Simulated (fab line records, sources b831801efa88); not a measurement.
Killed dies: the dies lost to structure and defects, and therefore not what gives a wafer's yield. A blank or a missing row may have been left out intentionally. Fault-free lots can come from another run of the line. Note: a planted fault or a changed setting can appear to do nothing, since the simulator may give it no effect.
Chamber matching + flow gf180mcu + GF_POLY_GATE_ETCH_12 on rie diel-02 has 4 sister chambers
The step etches BARC in N2/H2. 4 wafers are shown with their chamber, then 12 later ones without.

== WAFERS PAIRED WITH THEIR CHAMBERS ==
| wafer  | chamber | rf fwd power W (W) |
|--------|---------|--------------------|
| L084.3 | 3       | 493.2              |
| L085.1 | 1       | 497.0              |
| L085.3 | 2       | 495.9              |
| L085.4 | 0       | 493.5              |

== WAFERS MISSING THEIR CHAMBER ==
| wafer  | rf fwd power W (W) |
|--------|--------------------|
| L086.3 | 494.4              |
| L086.5 | 497.0              |
| L086.6 | 498.7              |
| L091.1 | 490.6              |
| L091.2 | 496.3              |
| L091.4 | 497.9              |
| L092.1 | 496.6              |
| L092.2 | 498.0              |
| L092.4 | 495.7              |
| L093.1 | 492.7              |
| L093.2 | 498.2              |
| L093.5 | 497.4              |

== CHAMBER TAKEN BY EACH ==
| wafer  | from the rows above               | in truth |
|--------|-----------------------------------|----------|
| L086.3 | can't be placed: 0 or 3 or 2 or 1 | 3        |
| L086.5 | can't be placed: 1 or 2           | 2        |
| L086.6 | can't be placed: 1 or 2           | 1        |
| L091.1 | can't be placed: 3 or 0           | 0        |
| L091.2 | can't be placed: 2 or 1           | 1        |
| L091.4 | can't be placed: 1 or 2           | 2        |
| L092.1 | can't be placed: 1 or 2           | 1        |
| L092.2 | can't be placed: 1 or 2           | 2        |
| L092.4 | can't be placed: 2 or 1 or 0      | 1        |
| L093.1 | can't be placed: 3 or 0           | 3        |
| L093.2 | can't be placed: 1 or 2           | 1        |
| L093.5 | can't be placed: 1 or 2           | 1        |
Correctly placed: 0 of 12. Not placeable from these rows: 12 (in 12, the candidates include the true chamber). 0 placed wrongly.
How it was worked out, from the rows above alone: a wafer's distance from a chamber is the root of the sum, over the readings, of the square of ((its reading less the chamber's mean) divided by the reading's scatter). The wafer belongs to the nearest chamber; if the next one is less than 2 further off, it can't be placed. A chamber's mean is the mean of its shown wafers. The scatter: with one shown wafer a chamber, the root of the mean of the squares of how far each hidden wafer lies from its nearest shown one.
